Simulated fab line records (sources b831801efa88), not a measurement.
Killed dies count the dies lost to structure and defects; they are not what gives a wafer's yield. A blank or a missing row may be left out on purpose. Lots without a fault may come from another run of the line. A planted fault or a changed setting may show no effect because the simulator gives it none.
One fault through the eyes of 2 desks	flow gf180mcu	each desk has only its own numbers; what lay behind them comes last

FOR THE TOOL OWNER'S DESK: pecvd-03
The tool's own readings at GF_V1_CVD_02 (deposits SiO2 from TEOS, target thk 850 nm, time 94.851 s): means of the sampled wafers that have a number, for each lot that ran on this tool. Marked OUT: a lot whose mean sits more than 4 standard deviations from the usual mean, which makes it out of limits; the brackets give that distance.
Columns: A = heaterPowerOuterW at GF_V1_CVD_02, usual 392 W; B = heaterPowerW at GF_V1_CVD_02, usual 663 W
lot	first seen here	A	B
L588	day 18 18:01	396	690
L589	day 19 05:36	412	721
L590	day 19 13:30	389	668
L592	day 20 09:57	411	687
L593	day 20 14:48	376	622
L594	day 21 05:19	391	686
L597	day 22 02:11	369	657
L606	day 25 02:32	391	671
Result from this desk: across the 8 lots, nothing is out of limits.

AT THE METROLOGY DESK
What the gauges read, lot by lot, whatever tool the lot ran on: means of the sampled wafers that have a number. Marked OUT: a lot whose mean sits more than 4 standard deviations from the usual mean, which makes it out of limits; the brackets give that distance.
Columns: A = V5_W_RS at GF_V5_RS_MEAS_24, usual 0.3293 ohm/sq
lot	first seen here	A
L586	day 28 03:59	0.3317
L587	day 28 07:41	0.3284
L588	day 28 15:55	0.3311
L589	day 29 02:34	0.3326
L590	day 29 08:52	0.3265
L591	day 29 16:46	0.3277
L592	day 29 22:46	0.3274
L593	day 30 04:38	0.3304
L594	day 30 13:53	0.3326
L596	day 31 03:41	0.3306
L597	day 31 08:07	0.3323
L606	day 33 14:41	0.3294
Result from this desk: across the 12 lots, nothing is out of limits.

BROUGHT TOGETHER
The tool owner's desk saw nothing out of limits.
Nothing out of limits was seen by the metrology desk.

WHAT HAD BEEN PUT IN BY THE SIMULATOR
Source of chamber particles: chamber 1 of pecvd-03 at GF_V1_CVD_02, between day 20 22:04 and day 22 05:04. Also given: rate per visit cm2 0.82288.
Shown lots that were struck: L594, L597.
